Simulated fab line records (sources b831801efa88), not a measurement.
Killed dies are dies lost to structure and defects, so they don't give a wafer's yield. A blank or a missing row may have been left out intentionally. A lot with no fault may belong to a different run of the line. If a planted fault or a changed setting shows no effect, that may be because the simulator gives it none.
8D (eight disciplines) problem report, filled in by code -- flow sfq-line -- the parts of the form that need people (team, actions taken, sign-off) are left out

1. PROBLEM STATEMENT
Wafers without a fault read 199.7 nm, standard deviation 1.3; thk-nm at SFQ_TRILAYER_I1_METRO_MEASURE_047 reads a mean of 185.9 nm on 3 wafers belonging to 2 lots. That puts it -11 standard deviations away from the usual mean.
The first sign was on wafer L192.1 at day 16 19:07, on film-metro-01. At this step, 42 wafers from 14 lots have a number in the record. Rule for "out", or "out of limits": more than 4 standard deviations from the usual mean. The other wafers with a number count as sound.

2. WHAT IT IS AND WHAT IT IS NOT
question,is,is not
which readings at this step,thk-nm,-
which lots,"L192, L193","L183, L184, L185, L186, L194, L200, L201, L202, L203, L204, L205, L206"
which wafers of those lots,"L192.1, L192.6, L193.6","L192.2, L193.3, L193.4"
read on which tools,"film-metro-01, film-metro-04",film-metro-02
when,from day 16 19:07,"up to then (13 sound wafers); but 26 sound wafers of L193, L194, L200, L201, L202, L203, L204, L205, L206 came after"

3. WHAT RULES OUT EACH SUSPECT
Counting: any tool at a process step up to the reading remains a suspect provided it ran every lot that is out. Sound lots after the first of them don't rule it out here, since some wafers of a struck lot are sound.
- cmp-02 at SFQ_TRILAYER_I1_CMP_CMP_046 (polishes SiO2): kept. It processed each lot that is out (first: L192, day 16 16:30); up to then, its last sound lot is L186 (day 14 01:58).
Left after counting: cmp-02 at SFQ_TRILAYER_I1_CMP_CMP_046.

4. THE CAUSE (what the simulator had put in)
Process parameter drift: cmp-02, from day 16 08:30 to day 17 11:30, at SFQ_TRILAYER_I1_CMP_CMP_046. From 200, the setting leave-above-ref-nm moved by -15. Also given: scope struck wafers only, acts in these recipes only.
Only this tool survived the counting.

5. SEQUENCE OF EFFECTS, ordered by route
Each row: a reading where the mean over the struck wafers with a number is more than 3 standard deviations away from the usual. Readings are gone through only where the record gives a usual standard deviation; hours: the median, over the lots, of the time from a lot's start at the first step in this table giving one to that lot's start at this step; sigmas: the change measured in usual standard deviations.
hours,step,reading,usual,on struck wafers,change,sigmas
0,SFQ_TRILAYER_I1_METRO_MEASURE_047,thk-nm,199.7 nm,185.9,-13.8,-11
91,SFQ_TRILAYER_I1_VIA_ETCH_VIA_ETCH_052,oes-product-au,0.854 a.u.,0.818,-0.036,-6.3
The process steps in it:
- SFQ_TRILAYER_I1_METRO_MEASURE_047
- SFQ_TRILAYER_I1_VIA_ETCH_VIA_ETCH_052: etches SiO2 in CHF3, stops on Nb, target depth 260 nm.

6. HOW IT WOULD HAVE BEEN CAUGHT EARLIER
First out-of-limits reading in this record: day 16 19:07, which is 11 hours after fault onset at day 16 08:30.
An alarm limit of 4 standard deviations would not have fired on the tool readings at SFQ_TRILAYER_I1_CMP_CMP_046 for which the record gives a usual standard deviation, since none of them was out on any struck wafer.
L193, from the lots that are out (2), started SFQ_TRILAYER_I1_CMP_CMP_046 on cmp-02 later than day 16 19:07. Putting the tool on hold at that point would have spared it.
